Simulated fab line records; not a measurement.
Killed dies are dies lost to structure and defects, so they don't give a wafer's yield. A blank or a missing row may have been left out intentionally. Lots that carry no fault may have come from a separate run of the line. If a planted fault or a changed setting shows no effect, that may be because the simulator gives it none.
Which tool is to blame? | flow sfqLine | 14 lots with 42 wafers sampled at 4 steps, on a route of 325 steps

## WHAT EACH GAUGE READ, for each wafer
SFQ_R5_THK_MEAS_934: measures by xrf. Usual: R5_MONX_THK 41.0 nm, standard deviation 0.56.
lot  | measured     | on           | R5_MONX_THK (nm) | flag
L450 | day 47 04:07 | filmMetro-03 | 41.3 41.7 41.1   | 
L451 | day 47 10:01 | filmMetro-01 | 40.6 40.3 40.0   | 
L459 | day 56 21:02 | filmMetro-04 | 40.5 41.1 40.5   | 
L460 | day 57 09:12 | filmMetro-01 | 41.4 42.1 41.8   | 
L462 | day 57 17:31 | filmMetro-03 | 41.2 41.8 40.6   | 
L463 | day 58 06:16 | filmMetro-01 | 41.4 42.0 41.0   | 
L464 | day 58 17:04 | filmMetro-01 | 41.0 41.4 41.7   | 
L465 | day 59 00:16 | filmMetro-04 | 41.4 41.4 40.9   | 
L466 | day 59 13:29 | filmMetro-04 | 40.4 41.1 40.4   | 
L467 | day 59 23:56 | filmMetro-03 | 40.7 40.2 41.3   | 
L468 | day 61 02:57 | filmMetro-03 | 40.7 40.7 40.5   | 
L469 | day 61 09:13 | filmMetro-01 | 41.7 41.0 41.6   | 
L471 | day 61 17:29 | filmMetro-01 | 41.5 41.0 41.0   | 
L472 | day 61 21:16 | filmMetro-01 | 41.2 41.3 40.7   | 

SFQ_M6_OVL_MEAS_940. Usual: M6_OVL -3 nm, standard deviation 6.2.
lot  | measured     | on         | M6_OVL (nm) | flag
L450 | day 64 15:44 | overlay-02 | -3 -5 -6    | 
L451 | day 64 18:08 | overlay-02 | 9 1 5       | 
L459 | day 67 06:20 | overlay-02 | -2 10 -1    | 
L460 | day 67 07:32 | overlay-02 | -5 0 4      | 
L462 | day 69 04:47 | overlay-01 | 2 0 -2      | 
L463 | day 69 06:44 | overlay-02 | -4 -9 -6    | 
L464 | day 69 07:56 | overlay-02 | -6 -7 -2    | 
L465 | day 69 15:14 | overlay-01 | -7 -6 -6    | 
L466 | day 69 17:38 | overlay-02 | -17 -13 -17 | 
L467 | day 69 21:14 | overlay-02 | -10 -7 -5   | 
L468 | day 70 05:38 | overlay-01 | -5 -3 -1    | 
L469 | day 70 11:38 | overlay-01 | 2 3 -5      | 
L471 | day 70 18:50 | overlay-01 | -5 -5 6     | 
L472 | day 70 22:26 | overlay-02 | 2 1 2       | 

## TOOL THAT RAN EACH LOT (tool first, then ch and the chambers of the sampled wafers, then the start)
lot  | SFQ_TRILAYER_R5_BARC_OPEN_METAL_ETCH_177 | SFQ_TRILAYER_C5_STRIP_STRIP_155
L450 | rieMetal-03 ch 0,1, day 53 11:09         | rieMetal-03 ch 0, day 64 05:18
L451 | rieMetal-04 ch 0,1, day 53 18:21         | rieMetal-03 ch 0,1, day 64 10:06
L459 | rieMetal-03 ch 0,1, day 57 01:57         | rieMetal-03 ch 0,1, day 67 00:30
L460 | rieMetal-02 ch 0,1, day 57 11:33         | rieMetal-01 ch 0,1, day 67 01:42
L462 | rieMetal-04 ch 0,1, day 63 02:04         | rieMetal-03 ch 0,1, day 68 21:56
L463 | rieMetal-03 ch 0, day 63 10:28           | rieMetal-01 ch 0, day 68 22:54
L464 | rieMetal-04 ch 0,1, day 63 15:16         | rieMetal-01 ch 0,1, day 69 01:18
L465 | rieMetal-02 ch 0,1, day 63 20:52         | rieMetal-03 ch 0,1, day 69 03:52
L466 | rieMetal-03 ch 0, day 64 07:43           | rieMetal-03 ch 0,1, day 69 09:54
L467 | rieMetal-02 ch 0, day 64 17:13           | rieMetal-01 ch 0,1, day 69 12:06
L468 | rieMetal-02 ch 0,1, day 65 14:49         | rieMetal-03 ch 0,1, day 70 00:14
L469 | rieMetal-02 ch 0,1, day 65 19:37         | rieMetal-01 ch 0,1, day 70 03:50
L471 | rieMetal-04 ch 0,1, day 66 04:01         | rieMetal-01 ch 0,1, day 70 13:26
L472 | rieMetal-04 ch 0,1, day 66 06:25         | rieMetal-03 ch 0, day 70 17:02
- SFQ_TRILAYER_R5_BARC_OPEN_METAL_ETCH_177: etches BARC in O2, target depth 125 nm, time 41.7 s.
- SFQ_TRILAYER_C5_STRIP_STRIP_155: strips in O2.

## AS READ BY THE TOOLS THEMSELVES (means over the sampled wafers that have a number; for cases with no such wafer, the mark the record gives instead)
SFQ_TRILAYER_R5_BARC_OPEN_METAL_ETCH_177. Usual: drypumpMotorCurrentA 5.4 A, standard deviation 0.37; oesProductAu 0.685 a.u., standard deviation 0.0046.
lot  | tool        | drypumpMotorCurrentA (A) | oesProductAu (a.u.) | flag
L450 | rieMetal-03 | 5.3                      | 0.683               | 
L451 | rieMetal-04 | 5.0                      | 0.685               | 
L459 | rieMetal-03 | 5.4                      | 0.687               | 
L460 | rieMetal-02 | 5.9                      | 0.682               | 
L462 | rieMetal-04 | 5.0                      | 0.688               | 
L463 | rieMetal-03 | 5.3                      | 0.687               | 
L464 | rieMetal-04 | 5.0                      | 0.690               | 
L465 | rieMetal-02 | 5.9                      | 0.686               | 
L466 | rieMetal-03 | 5.3                      | 0.686               | 
L467 | rieMetal-02 | 5.7                      | 0.686               | 
L468 | rieMetal-02 | 5.9                      | 0.688               | 
L469 | rieMetal-02 | 5.9                      | 0.683               | 
L471 | rieMetal-04 | 5.0                      | 0.687               | 
L472 | rieMetal-04 | 4.9                      | 0.686               | 

SFQ_TRILAYER_C5_STRIP_STRIP_155. Usual: chamberPressureMTorr 50.00 mTorr, standard deviation 0.047; drypumpMotorCurrentA 5.24 A, standard deviation 0.15; oesProductAu 1.005 a.u., standard deviation 0.0096.
lot  | tool        | chamberPressureMTorr (mTorr) | drypumpMotorCurrentA (A) | oesProductAu (a.u.) | flag
L450 | rieMetal-03 | 49.97                        | 5.30                     | 0.993               | 
L451 | rieMetal-03 | 49.98                        | 5.35                     | 1.002               | 
L459 | rieMetal-03 | -                            | -                        | -                   | OFF
L460 | rieMetal-01 | -                            | -                        | -                   | OFF
L462 | rieMetal-03 | 50.03                        | 5.37                     | 1.010               | 
L463 | rieMetal-01 | 50.00                        | 5.06                     | 1.016               | 
L464 | rieMetal-01 | 49.97                        | 5.13                     | 1.012               | 
L465 | rieMetal-03 | 50.03                        | 5.38                     | 1.008               | 
L466 | rieMetal-03 | 50.00                        | 5.37                     | 1.002               | 
L467 | rieMetal-01 | 49.95                        | 5.14                     | 1.001               | 
L468 | rieMetal-03 | 50.03                        | 5.34                     | 0.998               | 
L469 | rieMetal-01 | 49.99                        | 5.13                     | 1.008               | 
L471 | rieMetal-01 | 50.01                        | 5.10                     | 1.016               | 
L472 | rieMetal-03 | 49.97                        | 5.31                     | 1.001               | 

## THE ANSWER, worked out from the rows above alone
Rule: lot off if the mean of its wafers having a number is beyond 3 standard deviations from the usual mean. A lot without any number at a reading at which 4 lots or more have one is off too. Any other lot the step has rows for is counted as sound. Order of review: gauges by route order, followed by the tools' own readings, for which a lot's mean as printed above is used. The first step at which some lot is off is used, and at that step the reading that is off furthest; a lot without a number counts as furthest.
Off, at SFQ_TRILAYER_C5_STRIP_STRIP_155 on chamberPressureMTorr: L459, L460. Without a number there: L459, L460.
If a tool, at that step or one of the process steps before it, ran each lot that is off and ran no sound lot following the first of them, it fits. Not one of the candidates tried fits.

## WHAT THE SIMULATOR HAD INSERTED
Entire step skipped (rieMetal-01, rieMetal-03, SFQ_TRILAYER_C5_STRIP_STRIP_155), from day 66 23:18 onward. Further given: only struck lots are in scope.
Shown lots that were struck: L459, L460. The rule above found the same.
